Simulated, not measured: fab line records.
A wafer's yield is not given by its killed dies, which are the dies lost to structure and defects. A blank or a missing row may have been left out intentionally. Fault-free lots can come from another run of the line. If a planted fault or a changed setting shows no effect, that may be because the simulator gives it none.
fab line records	flow sfq-line
[record] lots = 13	wafers = 38	last-day = 89
route steps=325 shown I2@104
lots that met no fault: taken from a fault-free run of the same line
start-h: hours from the record's first day to the start of the lot's first wafer shown	wait-h: hours elapsed since this lot's preceding step	" as in the row above	L1.1+2: one row covering several wafers at once	- no value, or no start was given	* or withheld: withheld	< > ~ a bound
route shown NAME@n: NAME is a module with steps in the file, n the number in the route of the first one	usual: average and standard deviation across the fault-free wafers	same: alike in all rows	chamber/n: place in a boat	sites: per-site readings	_std_site: their standard deviation	_edge_site: the outer-site mean with the inner-site mean subtracted	radius-mm: for every site, how far away it sits from the centre of the wafer	mask NAME#n: copy n	behind: the last tool/chamber to shape the wafer	hold: reason for holding the lot/hours on hold/outcome of the hold	device: names the non-switching transistor (n, p or np)	end of line: the tests these same wafers got at the end of their route	where a step has no rows: the recipe by itself	killed: the dies lost at the first sort to structure and to defects; this is not the yield of the wafer	map: per-die view of a wafer (x killed, . not killed, _ where there is no die)
set.NAME: the setting as run; set.NAME@STEP: as run at that earlier step	model.NAME: the simulator's own value behind a step, which no gauge read
one table for each step of the route and one row for each wafer, over a sample of lots
services: a tool's chamber out of use, with start hour (start-h, from the record's first day; less than 0 if before it), hours out, and reason
[[steps]]
[step SFQ_TRILAYER_I2_CMP_CMP_064]
[recipe] material = SiO2	down-force-psi = 3	platen-rpm = 60	pad-velocity-m-s = 0.94248
[usual] motor-current-A = 10.2/0.79	time-to-endpoint-s = 214/8
lot.wafer	tool	chamber	start-h	wait-h	motor-current-A	time-to-endpoint-s
L942.1	cmp-02	3	378.51	0.0	11.4	210
L942.2	"	1	379.51	1.0	10.4	218
L942.6	"	3	380.51	2.0	11.4	220
L944.1	cmp-02	3	395.75	2.9	11.7	219
L944.4	"	0	"	"	9.5	227
L944.6	"	2	397.25	4.4	9.4	221
L945.1	cmp-01	0	402.96	4.1	9.8	209
L945.5	"	1	"	"	10.7	221
L945.6	"	2	"	"	10.2	213
L947.1	cmp-02	3	426.88	2.2	11.7	206
L947.4	"	1	427.88	3.2	10.0	217
L947.3	"	2	"	"	9.6	201
L948.2	cmp-02	2	436.47	0.0	8.9	204
L948.1	"	3	"	"	11.3	209
L948.4	"	1	437.97	1.5	9.8	206
L949.4	cmp-02	1	446.97	3.3	10.0	201
L949.5	"	2	"	"	9.6	202
L949.6	"	3	"	"	11.3	219
L956.6	cmp-02	0	535.36	2.0	9.4	225
L956.5	"	1	"	"	10.0	203
L959.4	cmp-01	3	570.16	1.7	10.6	209
L959.1	"	2	571.66	3.2	10.1	219
L959.5	"	0	572.66	4.2	9.3	220
L960.2	cmp-01	3	573.66	1.6	10.4	202
L960.4	"	1	574.66	2.6	10.9	228
L960.6	"	3	575.66	3.6	10.6	200
L961.2	cmp-01	0	583.16	1.5	9.2	220
L961.1	"	3	584.66	3.0	10.1	204
L961.5	"	1	585.66	4.0	10.7	223
L962.1	cmp-01	2	597.38	0.1	10.3	210
L962.2	"	0	598.38	1.1	9.4	205
L962.5	"	2	599.38	2.1	9.7	210
L963.3	cmp-02	2	599.68	1.2	9.8	213
L963.1	"	0	600.68	2.2	10.0	219
L963.6	"	2	601.68	3.2	9.2	212
L965.4	cmp-02	1	620.61	1.7	10.2	216
L965.2	"	2	"	"	9.7	208
L965.5	"	1	622.61	3.7	9.8	214
[step SFQ_TRILAYER_I2_METRO_MEASURE_065]
[usual] thk-nm = 199.9/1.1
lot.wafer	tool	chamber	start-h	wait-h	thk-nm
L942.1	film-metro-01	-	381.63	0.1	202.0
L942.2	"	-	"	"	201.0
L942.6	"	-	"	"	201.3
L944.1	film-metro-01	-	398.37	0.1	201.5
L944.4	"	-	"	"	202.2
L944.6	"	-	"	"	200.8
L945.1	film-metro-03	-	404.58	0.1	200.4
L945.5	"	-	"	"	200.6
L945.6	"	-	"	"	199.4
L947.1	film-metro-03	-	430.00	0.1	200.0
L947.3	"	-	"	"	198.6
L947.4	"	-	"	"	198.9
L948.1	film-metro-03	-	439.59	0.1	200.6
L948.2	"	-	"	"	199.8
L948.4	"	-	"	"	201.2
L949.4	film-metro-01	-	449.19	0.6	200.0
L949.5	"	-	"	"	198.8
L949.6	"	-	"	"	199.7
L956.5	film-metro-03	-	537.28	0.8	218.2
L956.6	"	-	"	"	200.3
L959.1	film-metro-02	-	573.28	0.1	200.8
L959.4	"	-	"	"	200.6
L959.5	"	-	"	"	202.3
L960.2	film-metro-03	-	576.48	0.3	198.1
L960.4	"	-	"	"	201.0
L960.6	"	-	"	"	198.7
L961.1	film-metro-02	-	586.28	0.1	198.1
L961.2	"	-	"	"	199.3
L961.5	"	-	"	"	200.2
L962.1	film-metro-03	-	600.50	0.1	198.6
L962.2	"	-	"	"	199.9
L962.5	"	-	"	"	200.1
L963.1	film-metro-02	-	602.30	0.1	201.2
L963.3	"	-	"	"	200.0
L963.6	"	-	"	"	201.3
L965.2	film-metro-02	-	623.93	0.3	199.2
L965.4	"	-	"	"	199.1
L965.5	"	-	"	"	200.2
[step SFQ_TRILAYER_I2_VIA_ETCH_VIA_ETCH_070]
[recipe] target = SiO2	stop-on = Nb	mask-material = PR	taper-deg = 20	chemistry = CHF3	target-depth-nm = 260	source-w = 500	bias-w = 80	pressure-mtorr = 30	time-s = withheld
[usual] drypump-motor-current-A = 5.9/0.63	oes-product-au = 0.855/0.005	rf-fwd-power-W = 497.8/1.5
lot.wafer	tool	chamber	start-h	wait-h	drypump-motor-current-A	oes-product-au	rf-fwd-power-W
L942.1	rie-diel-04	1	525.31	0.0	5.2	0.856	498.8
L942.2	"	2	"	"	6.4	0.856	495.8
L942.6	"	0	"	"	6.3	0.857	496.2
L944.1	rie-diel-03	2	546.91	0.0	5.0	0.857	497.5
L944.4	"	0	"	"	4.9	0.863	499.6
L944.6	"	0	"	"	4.9	0.858	500.1
L945.1	rie-diel-04	1	554.11	0.0	5.2	0.855	501.8
L945.5	"	2	"	"	6.4	0.857	497.4
L945.6	"	3	"	"	6.7	0.851	495.5
L947.1	rie-diel-04	1	586.61	0.0	5.2	0.852	499.3
L947.3	"	2	"	"	6.5	0.850	496.4
L947.4	"	3	"	"	6.7	0.858	496.0
L948.1	rie-diel-04	1	599.81	0.0	5.2	0.854	500.0
L948.2	"	3	"	"	6.7	0.855	499.2
L948.4	"	0	"	"	6.3	0.857	495.2
L949.4	rie-diel-04	3	605.81	0.0	6.7	0.853	495.8
L949.5	"	0	"	"	6.3	0.842	497.0
L949.6	"	1	"	"	5.2	0.854	498.3
L956.5	rie-diel-01	0	683.17	0.1	6.0	0.910	497.7
L956.6	"	3	"	"	5.8	0.852	498.8
L959.1	rie-diel-01	3	714.32	0.0	5.8	0.861	497.7
L959.4	"	1	"	"	4.8	0.858	498.2
L959.5	"	2	"	"	5.8	0.856	498.3
L960.2	rie-diel-01	1	719.12	0.0	4.8	0.853	494.1
L960.4	"	3	"	"	5.8	0.863	499.6
L960.6	"	2	"	"	5.8	0.849	498.3
L961.1	rie-diel-01	1	728.72	0.0	4.8	0.845	498.5
L961.2	"	3	"	"	5.8	0.862	494.7
L961.5	"	2	"	"	5.8	0.859	499.4
L962.1	rie-diel-03	2	741.92	0.0	5.0	0.853	498.7
L962.2	"	1	"	"	6.3	0.853	497.9
L962.5	"	2	"	"	5.0	0.856	498.2
L963.1	rie-diel-03	1	745.52	0.0	6.3	0.857	498.3
L963.3	"	3	"	"	6.1	0.856	497.0
L963.6	"	2	"	"	5.0	0.854	497.2
L965.2	rie-diel-01	3	769.34	0.0	5.8	0.851	498.5
L965.4	"	2	"	"	5.7	0.850	499.2
L965.5	"	0	"	"	6.0	0.852	497.5
[[services]]
tool	chamber	start-h	hours	kind
cmp-02	-	367.78	3.8	pm
cmp-02	-	387.51	4.7	pm
cmp-02	-	401.14	0.7	repair
cmp-02	-	407.88	4.0	pm
film-metro-03	-	409.59	2.8	pm
cmp-01	-	428.46	0.5	repair
cmp-02	-	463.81	0.2	repair
film-metro-03	-	464.79	0.3	pm
cmp-02	-	475.00	0.4	repair
cmp-02	-	479.89	10.0	pm
cmp-02	-	504.62	2.4	repair
cmp-02	-	515.30	1.6	repair
cmp-01	-	524.39	1.4	repair
film-metro-03	-	563.29	0.8	repair
film-metro-03	-	568.48	2.2	pm
cmp-02	-	579.13	0.5	repair
film-metro-03	-	655.73	0.5	pm
cmp-02	-	669.21	0.2	repair
cmp-02	-	704.36	4.5	repair
film-metro-03	-	708.82	0.6	pm
cmp-02	-	717.12	0.3	repair
cmp-02	-	738.85	2.9	pm
film-metro-03	-	741.08	1.9	pm
cmp-02	-	748.03	4.0	pm
[[key]]
[first-sign] step = SFQ_TRILAYER_I2_METRO_MEASURE_065	reading = thk-nm	direction = up	sigmas = 17	usual = 199.9	struck = 218.2
[effect] step = SFQ_TRILAYER_I2_VIA_ETCH_VIA_ETCH_070	reading = oes-product-au	direction = up	sigmas = 11	usual = 0.855	struck = 0.910
met-at SFQ_TRILAYER_I2_CMP_CMP_064
struck-lots L956
struck-wafers L956.5
onset-between 446.97 535.36
[fault] kind = process-parameter-drift	tool = cmp-02	chamber = 1	onset-h = 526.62	steps = SFQ_TRILAYER_I2_CMP_CMP_064	channel = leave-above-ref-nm	offset = 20	shape = step	end-h = 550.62	acts-in = these-recipes-only	stated = 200
